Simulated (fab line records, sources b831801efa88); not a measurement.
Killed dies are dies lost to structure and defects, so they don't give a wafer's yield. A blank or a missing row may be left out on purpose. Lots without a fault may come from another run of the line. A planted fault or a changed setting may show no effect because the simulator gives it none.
fab line records | flow sky130
record lots=11 wafers=33 last_day=50
route steps=708 shown NWELL@68 SONOS_TUNNEL@162 POLY_GATE@204 LDD_P@262 PAD_OPEN@708
lots that met no fault: from a run of the same line without faults
start_h: hours from the record's first day to the start of the lot's first wafer shown | wait_h: hours since the lot's step before | " the same as in the row above | L1.1+2: a row that stands for several wafers | - no value, or no start given | * or withheld: withheld | < > ~ a bound
route shown NAME@n: a module of which the file shows steps, and the number in the route of the first | usual: mean/standard deviation of fault-free wafers | same: alike in all rows | chamber/n: place in a boat | sites: the reading at each site | _std_site: their standard deviation | _edge_site: outer sites' mean less inner sites' | radius_mm: how far each site lies from the wafer's centre | mask NAME#n: copy n | behind: the tool/chamber that last shaped the wafer | hold: why the lot was held/for how many hours/how that ended | device: the transistor (n, p or np) that didn't switch | end of line: the same wafers' tests at the end of the route | a step without rows: its recipe alone | killed: dies lost to structure and defects at the first sort, not the wafer's yield | map: a wafer's dies, x killed, . not, _ none there
set.NAME: the setting as run; set.NAME@STEP: as run at that earlier step | model.NAME: the simulator's own value behind a step, which no gauge read
steps of the route over a sample of lots; a table a step, a row a wafer
services: from which hour (start_h, from the record's first day; less than 0 if before it) a tool's chamber was out of use, for how many hours, and why
## steps
# step SKY_NWELL_TW_MEAS_15
# usual NWELL_TW=1799/15
# columns lot.wafer tool chamber start_h wait_h NWELL_TW
L189.2 film_metro-01 - 88.09 0.1 1811
L189.3 " - " " 1814
L189.4 " - " " 1819
L192.1 film_metro-02 - 107.07 0.1 1808
L192.4 " - " " 1800
L192.6 " - " " 1803
L194.1 film_metro-02 - 116.82 0.1 1803
L194.2 " - " " 1793
L194.6 " - " " 1801
L195.3 film_metro-04 - 119.82 0.1 1808
L195.5 " - " " 1816
L195.6 " - " " 1807
L196.2 film_metro-01 - 130.56 0.1 1794
L196.5 " - " " 1787
L196.6 " - " " 1803
L197.1 film_metro-02 - 132.98 0.1 1794
L197.2 " - " " 1794
L197.3 " - " " 1784
L198.1 film_metro-01 - 137.62 0.1 1787
L198.2 " - " " 1792
L198.5 " - " " 1787
L201.1 film_metro-01 - 158.17 0.1 1802
L201.3 " - " " 1794
L201.6 " - " " 1787
L210.1 film_metro-01 - 209.47 0.1 1799
L210.5 " - " " 1791
L210.6 " - " " 1795
L211.2 film_metro-02 - 217.36 0.1 1797
L211.3 " - " " 1790
L211.5 " - " " 1789
L212.1 film_metro-02 - 225.28 0.1 1798
L212.5 " - " " 1799
L212.6 " - " " 1798
# step SKY_SONOS_TUNNEL_OVL_MEAS_08
# usual SONOS_TUNNEL_OVL=-1.0/1.4
# columns lot.wafer tool chamber start_h wait_h SONOS_TUNNEL_OVL[nm]
L189.2 overlay-01 - 253.94 0.1 -3.2
L189.3 " - " " -2.4
L189.4 " - " " -1.0
L192.1 overlay-01 - 280.14 0.1 -0.5
L192.4 " - " " -0.8
L192.6 " - " " -1.8
L194.1 overlay-01 - 293.69 0.1 -0.2
L194.2 " - " " -0.5
L194.6 " - " " 0.8
L195.3 overlay-02 - 296.95 0.1 -0.9
L195.5 " - " " -1.2
L195.6 " - " " 1.9
L196.2 overlay-02 - 312.34 0.1 -0.7
L196.5 " - " " 0.8
L196.6 " - " " 0.0
L197.1 overlay-02 - 320.29 0.1 0.5
L197.2 " - " " 0.7
L197.3 " - " " -1.2
L198.1 overlay-01 - 320.71 0.1 -2.4
L198.2 " - " " 0.6
L198.5 " - " " 0.2
L201.1 overlay-01 - 348.34 0.1 -1.5
L201.3 " - " " -2.4
L201.6 " - " " -0.7
L210.1 overlay-01 - 415.71 0.1 0.7
L210.5 " - " " 2.3
L210.6 " - " " -1.0
L211.2 overlay-01 - 426.99 0.1 -0.3
L211.3 " - " " -0.8
L211.5 " - " " 0.0
L212.1 overlay-01 - 436.44 0.1 -2.8
L212.5 " - " " -2.7
L212.6 " - " " -3.9
# step SKY_POLY_GATE_CVD_00
# recipe material=poly-Si target_thk_nm=180 temp_c=620 time_s=720 pressure_mtorr=200
# usual susceptor_temp_C=620.00/0.29 zone_power_centre_pct=10.45/0.22 zone_power_upper_pct=8.6/0.32
# columns lot.wafer tool chamber start_h wait_h susceptor_temp_C zone_power_centre_pct zone_power_upper_pct
L189.2 lpcvd-01 0 315.41 0.0 620.08 10.33 8.4
L189.3 " 0 " " 619.30 10.20 8.3
L189.4 " 0 " " 619.68 10.33 8.2
L192.1 lpcvd-01 1 348.37 0.0 619.80 10.87 8.9
L192.4 " 1 " " 620.04 10.49 8.9
L192.6 " 1 " " 619.69 10.52 8.9
L194.1 lpcvd-01 1 360.99 0.0 619.76 10.70 9.0
L194.2 " 1 " " 620.09 10.54 8.8
L194.6 " 1 " " 620.20 10.60 8.9
L195.3 lpcvd-01 0 360.99 0.0 619.96 10.28 8.3
L195.5 " 0 " " 620.08 10.20 8.3
L195.6 " 0 " " 620.34 10.32 8.2
L196.2 lpcvd-01 1 390.47 0.0 620.23 10.78 8.8
L196.5 " 1 " " 619.92 10.81 8.9
L196.6 " 1 " " 620.13 10.75 8.9
L197.1 lpcvd-01 0 398.19 0.0 619.90 10.45 8.2
L197.2 " 0 " " 619.88 10.30 8.3
L197.3 " 0 " " 620.07 10.14 8.3
L198.1 lpcvd-01 0 398.19 0.0 620.22 10.29 8.3
L198.2 " 0 " " 620.08 10.18 8.3
L198.5 " 0 " " 620.14 10.27 8.3
L201.1 lpcvd-01 0 428.80 0.0 620.24 10.16 8.3
L201.3 " 0 " " 620.06 10.25 8.2
L201.6 " 0 " " 620.10 10.40 8.2
L210.1 lpcvd-01 1 490.16 0.0 619.92 10.75 9.0
L210.5 " 1 " " 619.94 10.50 9.0
L210.6 " 1 " " 619.95 10.72 8.8
L211.2 lpcvd-01 0 502.77 0.0 619.93 10.38 8.3
L211.3 " 0 " " 620.17 10.19 8.4
L211.5 " 0 " " 619.78 10.27 8.3
L212.1 lpcvd-01 1 507.32 0.0 620.17 10.56 8.9
L212.5 " 1 " " 620.24 10.51 8.7
L212.6 " 1 " " 619.91 10.57 8.9
# step SKY_POLY_GATE_THK_MEAS_01
# recipe reads=poly-Si_of_POLY_GATE_CVD_00
# usual POLY_GATE_CVD_00_THK=180.3/1.3
# columns lot.wafer tool chamber start_h wait_h POLY_GATE_CVD_00_THK[nm]
L189.2 film_metro-03 - 316.62 0.0 179.4
L189.3 " - " " 180.2
L189.4 " - " " 181.2
L192.1 film_metro-02 - 349.57 0.0 181.2
L192.4 " - " " 181.4
L192.6 " - " " 183.1
L194.1 film_metro-03 - 362.79 0.0 178.8
L194.2 " - " " 179.7
L194.6 " - " " 177.6
L195.3 film_metro-04 - 362.81 0.0 179.8
L195.5 " - " " 179.6
L195.6 " - " " 178.5
L196.2 film_metro-02 - 391.68 0.0 181.0
L196.5 " - " " 180.8
L196.6 " - " " 179.9
L197.1 film_metro-04 - 399.39 0.0 180.0
L197.2 " - " " 178.7
L197.3 " - " " 178.9
L198.1 film_metro-02 - 399.39 0.0 181.8
L198.2 " - " " 180.3
L198.5 " - " " 181.2
L201.1 film_metro-03 - 430.00 0.0 134.1
L201.3 " - " " 133.5
L201.6 " - " " 132.1
L210.1 film_metro-02 - 491.36 0.0 180.4
L210.5 " - " " 180.0
L210.6 " - " " 180.1
L211.2 film_metro-04 - 503.98 0.0 178.8
L211.3 " - " " 180.9
L211.5 " - " " 180.2
L212.1 film_metro-02 - 508.52 0.0 182.3
L212.5 " - " " 182.3
L212.6 " - " " 182.4
# step SKY_POLY_GATE_ETCH_17
# recipe target_depth_nm=180 stop_on=SiO2 over_etch_frac=0.56667 chemistry=HBr/Cl2 target=poly-Si icp_w=400 bias_w=100 pressure_mtorr=10 HBr_flow_sccm=150 Cl2_flow_sccm=50 time_s=70.5
# usual drypump_motor_current_A=5.6/0.58 oes_product_au=0.989/0.0067 throttle_valve_pct=33.684/0.009
# columns lot.wafer tool chamber start_h wait_h drypump_motor_current_A oes_product_au rf_hours_counter_h throttle_valve_pct
L189.2 rie_si-01 1 373.70 0.0 6.0 0.990 3 33.693
L189.3 " 3 " " 6.0 0.996 3 33.682
L189.4 " 2 " " 5.6 0.986 39 33.683
L192.1 rie_si-02 1 407.25 0.0 4.9 0.996 0 33.686
L192.4 " 0 " " 4.7 0.987 - 33.698
L192.6 " 3 " " 6.7 1.001 - 33.691
L194.1 rie_si-01 0 419.48 0.0 5.7 0.979 2 33.676
L194.2 " 3 " " 6.0 0.978 3 33.686
L194.6 " 0 " " 5.7 0.986 - 33.686
L195.3 rie_si-01 1 422.23 0.0 6.0 0.986 4 33.666
L195.5 " 0 " " 5.7 0.995 - 33.692
L195.6 " 1 " " 6.0 0.986 - 33.688
L196.2 rie_si-01 2 455.05 0.0 5.6 0.996 39 33.692
L196.5 " 2 " " 5.6 0.994 - 33.676
L196.6 " 1 " " 6.0 0.985 - 33.676
L198.1 rie_si-02 2 463.88 0.0 5.4 0.988 0 33.691
L198.2 " 1 " " 4.9 0.993 1 33.703
L198.5 " 1 " " 4.9 0.998 - 33.689
L197.1 rie_si-01 1 464.10 0.0 6.0 0.992 4 33.697
L197.2 " 2 " " 5.6 0.986 39 33.690
L197.3 " 0 " " 5.7 0.990 2 33.686
L201.1 rie_si-01 1 494.30 0.0 6.0 0.813 4 33.666
L201.3 " 2 " " 5.6 0.806 39 33.679
L201.6 " 1 " " 6.0 0.796 - 33.681
L210.1 rie_si-02 2 554.80 0.0 5.3 0.984 1 33.690
L210.5 " 0 " " 4.7 0.996 - 33.682
L210.6 " 3 " " 6.7 0.989 - 33.695
L211.2 rie_si-01 3 567.43 0.0 6.0 0.989 4 33.675
L211.3 " 0 " " 5.7 0.987 3 33.690
L211.5 " 0 " " 5.7 0.983 - 33.675
L212.1 rie_si-02 0 571.43 0.0 4.8 1.000 1 33.679
L212.5 " 1 " " 5.0 1.005 - 33.674
L212.6 " 0 " " 4.8 0.993 - 33.689
# step SKY_LDD_P_CD_MEAS_07
# recipe target_cd_nm=380
# usual cd_nm=379.9/2.1
# columns lot.wafer tool chamber start_h wait_h cd_nm
L189.2 cd_sem-01 - 439.86 0.1 378.7
L189.3 " - " " 378.5
L189.4 " - " " 377.1
L192.1 cd_sem-02 - 477.44 0.1 379.0
L192.4 " - " " 378.3
L192.6 " - " " 380.4
L194.1 cd_sem-02 - 485.34 0.1 378.8
L194.2 " - " " 380.5
L194.6 " - " " 380.7
L195.3 cd_sem-02 - 487.21 0.1 382.0
L195.5 " - " " 378.5
L195.6 " - " " 379.7
L196.2 cd_sem-02 - 519.99 0.1 379.7
L196.5 " - " " 380.2
L196.6 " - " " 380.1
L198.1 cd_sem-01 - 529.89 0.1 377.7
L198.2 " - " " 375.6
L198.5 " - " " 376.7
L197.1 cd_sem-02 - 530.02 0.1 379.4
L197.2 " - " " 382.6
L197.3 " - " " 380.6
L201.1 cd_sem-02 - 558.04 0.1 382.2
L201.3 " - " " 380.5
L201.6 " - " " 379.3
L210.1 cd_sem-02 - 617.49 0.1 377.5
L210.5 " - " " 380.3
L210.6 " - " " 376.0
L211.2 cd_sem-01 - 629.29 0.1 380.8
L211.3 " - " " 380.5
L211.5 " - " " 380.5
L212.1 cd_sem-02 - 633.04 0.1 377.9
L212.5 " - " " 380.1
L212.6 " - " " 376.8
# step SKY_PAD_OPEN_PROBE_99
# usual killed_at_M0_to_M3=44/8.6 killed_at_M4_up=3.4/1.9 killed_at_contacts=23/5.7 killed_at_front_end=15/4.5 killed_at_other=0.4/0.62 killed_dies=86/11 killed_open=46/7.6 killed_short=39/6.3
# same gross_dies=492 killed_at_back_side=0
# columns lot.wafer tool chamber start_h wait_h killed_at_M0_to_M3 killed_at_M4_up killed_at_contacts killed_at_front_end killed_at_other killed_dies killed_open killed_short
L201.1 prober-02 - 1159.45 0.1 49 6 23 12 1 91 45 46
L201.3 prober-02 - 1159.55 0.2 34 1 17 12 0 64 40 24
L201.6 prober-02 - 1159.70 0.2 31 0 22 14 0 67 39 27
# killed by level:class
L201.1 LI_CONTACT:geometric_particle:open=9 VIA1:geometric_particle:open=9 METAL1:geometric_particle:short=8 METAL2:geometric_particle:short=7 POLY_GATE:geometric_particle:open=5 CONTACT:geometric_particle:short=4 METAL3:geometric_particle:short=4 VIA3:geometric_particle:short=4
L201.3 VIA1:geometric_particle:open=12 CONTACT:geometric_particle:open=6 VIA2:geometric_particle:open=5 FIELD_ISO:geometric_particle:open=4 CONTACT:geometric_particle:short=4 SPACER:geometric_particle:open=3 LOCAL_INTERCONNECT:geometric_particle:short=3 METAL1:geometric_particle:short=3
L201.6 POLY_GATE:geometric_particle:open=10 CONTACT:geometric_particle:open=10 VIA1:geometric_particle:open=7 VIA1:geometric_particle:short=5 LOCAL_INTERCONNECT:geometric_particle:short=4 CONTACT:geometric_particle:short=4 METAL1:geometric_particle:short=4 VIA2:geometric_particle:short=4
## services
# columns tool chamber start_h hours kind
rie_si-02 2 297.50 11.8 repair
lpcvd-01 - 321.08 6.0 pm
rie_si-02 0 362.53 - clean
rie_si-02 0 362.53 20.6 scheduled_down
rie_si-02 0 362.53 20.6 vent_cycle
rie_si-02 1 383.13 - clean
rie_si-02 1 383.13 22.8 scheduled_down
rie_si-02 1 383.13 22.8 vent_cycle
rie_si-02 0 391.91 8.0 repair
rie_si-02 2 405.91 - clean
rie_si-02 2 405.91 16.3 scheduled_down
rie_si-02 2 405.91 16.3 vent_cycle
rie_si-02 3 422.23 - clean
rie_si-02 3 422.23 25.6 scheduled_down
rie_si-02 3 422.23 25.6 vent_cycle
lpcvd-01 - 438.65 4.3 pm
rie_si-01 3 463.21 3.3 repair
rie_si-01 - 470.57 14.6 pm
rie_si-02 - 508.92 2.8 pm
rie_si-01 2 569.37 - clean
rie_si-01 2 569.37 16.8 scheduled_down
rie_si-01 2 569.37 16.8 vent_cycle
## key
first_sign step=SKY_POLY_GATE_THK_MEAS_01 reading=POLY_GATE_CVD_00_THK direction=down sigmas=37 usual=180.3 struck=133.3
effect step=SKY_POLY_GATE_ETCH_17 reading=oes_product_au direction=down sigmas=27 usual=0.989 struck=0.805
met_at SKY_POLY_GATE_CVD_00
struck_lots L201
struck_wafers L201.1,L201.3,L201.6
tester_left_out L201
not_acting_at SKY_NWELL_TW_MEAS_15,SKY_SONOS_TUNNEL_OVL_MEAS_08,SKY_LDD_P_CD_MEAS_07
onset_between 398.19 428.80
fault kind=process_parameter_drift tool=lpcvd-01 chamber=0 onset_h=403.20 steps=SKY_POLY_GATE_CVD_00 channel=target_thk_nm offset=-47.416 shape=step end_h=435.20 stated=180
# tester_left_out: of these lots the tester's yield and bins aren't shown, on N5 and GAA mostly nor the transistor test; their killed dies are dies lost to structure and defects alone, not to doping, threshold or leakage, so they don't give the yield
